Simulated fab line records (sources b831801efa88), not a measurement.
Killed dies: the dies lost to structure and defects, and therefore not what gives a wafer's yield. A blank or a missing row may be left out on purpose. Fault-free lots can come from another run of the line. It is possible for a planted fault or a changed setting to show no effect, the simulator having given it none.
Comparing a struck lot with a sound one | flow sky130 | 15 steps out of a route of 708
Sound: these wafers, L738.2, L738.5, L738.6. Wafers struck: L752.1, L752.3, L752.5. The cause comes at the end.
For every step that has rows: the tool of each side, followed by ch and its chambers, followed by its first start. Under that, the readings that differ: sound wafers | struck wafers | difference of the means | sigmas: that difference in standard deviations of wafers without a fault.
alike: readings whose means differ by less than 2 such deviations, and words and numbers that are the same on both sides. not compared: withheld readings, readings that some wafer has no value for, bounds like >300 that may hide the same value, and numbers for which the record gives no deviation and whose values overlap.
Wherever a step has rows on one side only, a row that says differs or no value, or a row with sigmas, the two part there. Numbers that have no deviation but don't overlap get no sigmas and don't part them. A reading that every wafer of one side lacks parts them only if that side has two wafers or more.

SKY_SONOS_ONO_THK_MEAS_05:
  sound: filmMetro-04 at day 12 10:34; struck: filmMetro-02 at day 17 03:58
  alike: SONOS_ONO_CVD_04_THK
then, 7 steps without rows for these wafers: SKY_SONOS_ONO_DEHYDRATE_06 (time 60 s); SKY_SONOS_ONO_HMDS_07 (prime time 60 s); SKY_SONOS_ONO_COAT_08 (resist thk 1140 nm); SKY_SONOS_ONO_SOFTBAKE_09 (time 60 s); SKY_SONOS_ONO_EXPOSE_10 (exposes mask ONOM, target cd 410 nm); SKY_SONOS_ONO_PEB_11; SKY_SONOS_ONO_DEVELOP_12 (develop time 60 s).
SKY_SONOS_ONO_CD_MEAS_13 targets a cd of 410 nm.
  sound: cdSem-02 at day 13 11:46; struck: cdSem-01 at day 18 08:08
  alike: cdNm
SKY_SONOS_ONO_OVL_MEAS_14:
  sound: overlay-02 at day 13 11:52; struck: overlay-02 at day 18 08:16
  alike: SONOS_ONO_OVL
SKY_SONOS_ONO_ETCH_15: etches the open film in CHF3/O2, target depth 19.52 nm, time 7.8 s.
  sound on rieDiel-04 ch 0,2, day 13 11:53; struck on rieDiel-02 ch 1,2,3, day 18 08:17
  alike: drypumpMotorCurrentA, oesProductAu, throttleValvePct
  not compared: rfHoursCounterH
then, 1 step without rows for these wafers: SKY_SONOS_ONO_WET_ETCH_16 (etches SiO2 in dHF, target depth 14 nm, time 280 s).
SKY_SONOS_ONO_STRIP_17: strips in O2/N2.
  sound on plasmaAsher-03 ch 0,1, day 13 12:01; struck on plasmaAsher-03 ch 0,1, day 18 08:24
reading                                       | sound             | struck            | difference                    | sigmas
oesProductAu (a.u.)                           | 0.706 0.712 0.713 | 0.908 0.911 0.919 | +0.202                        | +43
stripTimeToEndpointS (s)                      | 14.15 14.14 14.17 | - - -             | no value on the struck wafers | 
model.NOVOLAK_of_SONOS_ONO_COAT_08.thkNm (nm) | 0 0 0             | 502.9 504.6 502.9 | +503.5                        | 
  alike: drypumpMotorCurrentA
  not compared: rfHoursCounterH
then, 1 step without rows for these wafers: SKY_SONOS_ONO_WET_ETCH_18 (etches Si3N4 in H3PO4, target depth 15 nm, time 172 s).
-- the record jumps here: 32 days lie between the struck wafers' starts before and after (it left off in module SONOS_ONO and takes up again in module PAD_OPEN, whose first step shown is number 708 of the route) --
SKY_PAD_OPEN_PROBE_99:
  sound: prober-02 at day 46 14:18; struck: prober-02 at day 50 00:15
reading          | sound    | struck      | difference | sigmas
killedAtFrontEnd | 15 11 14 | 412 408 421 | +400       | +80
killedDies       | 95 97 79 | 492 492 492 | +402       | +40
killedOnRim      | 14 21 13 | 96 96 96    | +80        | +21
  alike: killed_at_M0_to_M3, killed_at_M4_up, killedAtContacts, killedAtOther, killedOpen, killedShort

## WHERE THEY PART
Earliest at SKY_SONOS_ONO_STRIP_17; latest, in this record, at SKY_PAD_OPEN_PROBE_99.

WHY: the cause the simulator had injected
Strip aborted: plasmaAsher-03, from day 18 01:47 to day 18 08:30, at SKY_SONOS_ONO_STRIP_17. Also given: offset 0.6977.
